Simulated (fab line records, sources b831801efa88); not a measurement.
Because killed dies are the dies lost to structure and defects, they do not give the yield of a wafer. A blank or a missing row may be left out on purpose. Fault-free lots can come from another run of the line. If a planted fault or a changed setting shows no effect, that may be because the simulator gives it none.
2 desks looking at one fault -- flow gf180mcu -- what lay behind the numbers comes last; until then each desk has only its own

## THE TOOL OWNER'S DESK: plasma asher-04
The tool's own readings at GF_VT_IMPLANT_STRIP_31 (strips in O2/N2): means of the sampled wafers that have a number, for each lot that ran on this tool. If a lot's mean is further than 4 standard deviations from the usual mean, the lot is out of limits and carries the mark OUT (the distance appears in the brackets).
Columns: A = drypump motor current A at GF_VT_IMPLANT_STRIP_31, usual 5.92 A; B = heater power w at GF_VT_IMPLANT_STRIP_31, usual 352 W; C = n2 flow sccm at GF_VT_IMPLANT_STRIP_31, usual 300.0 sccm; D = oes product au at GF_VT_IMPLANT_STRIP_31, usual 0.716 a.u.; E = platen temp c at GF_VT_IMPLANT_STRIP_31, usual 249.98 C; F = strip time to endpoint s at GF_VT_IMPLANT_STRIP_31, usual 12.63 s
lot,first seen here,A,B,C,D,E,F
L740,day 7 02:53,6.04,365,300.2,0.721,249.91,12.64
L742,day 7 14:11,6.05,358,299.7,0.716,250.23,12.70
L745,day 8 07:17,6.05,338,300.1,0.670 (-12) OUT,243.87 (-34) OUT,14.20 (+31) OUT
L747,day 8 23:47,5.93,353,299.8,0.662 (-13) OUT,243.83 (-34) OUT,14.19 (+31) OUT
L757,day 11 18:01,6.05,360,300.4,0.714,250.05,12.59
L758,day 12 05:36,5.93,368,299.4,0.718,249.93,12.61
L761,day 12 21:37,5.95,375,300.1,0.715,249.88,12.64
L762,day 13 04:32,6.07,363,300.1,0.712,250.00,12.67
This desk's verdict: out of limits on L745, L747, starting with L745 at day 8 07:17 (oes product au at GF_VT_IMPLANT_STRIP_31). L740, L742, L757, L758, L761, L762 stayed within limits.

## METROLOGY DESK
Means of the sampled wafers that have a number, per lot and without regard to the tool the lot ran on: this is what the gauges read. If a lot's mean is further than 4 standard deviations from the usual mean, the lot is out of limits and carries the mark OUT (the distance appears in the brackets).
Columns: A = cd nm at GF_CONTACT_CD_MEAS_14, usual 219.1 nm
lot,first seen here,A
L740,day 16 11:17,219.9
L741,day 16 20:09,218.6
L742,day 16 23:02,219.6
L745,day 17 23:59,218.2
L747,day 18 23:34,219.7
L750,day 20 05:35,218.1
L753,day 21 10:57,219.0
L756,day 22 07:46,220.2
L757,day 22 14:42,219.1
L758,day 22 23:04,217.9
L759,day 23 03:28,219.7
L761,day 24 00:26,218.6
L762,day 24 06:35,219.1
This desk found nothing out of limits on any of the 13 lots.

## PUT TOGETHER
On L745, L747, at day 8 07:17, an alarm was possible from the tool owner's desk.
At the metrology desk, nothing out of limits was observed.
The metrology desk has L745, L747 on record, within its limits.
On plasma asher-04, each named lot ran GF_VT_IMPLANT_STRIP_31.

## WHAT THE SIMULATOR HAD INSERTED
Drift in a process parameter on plasma asher-04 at GF_VT_IMPLANT_STRIP_31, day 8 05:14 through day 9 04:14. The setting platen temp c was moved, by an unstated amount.
Shown lots that were struck: L745, L747.
Each desk's first reading out of limits, in hours after the fault started: the tool owner's desk, 2.
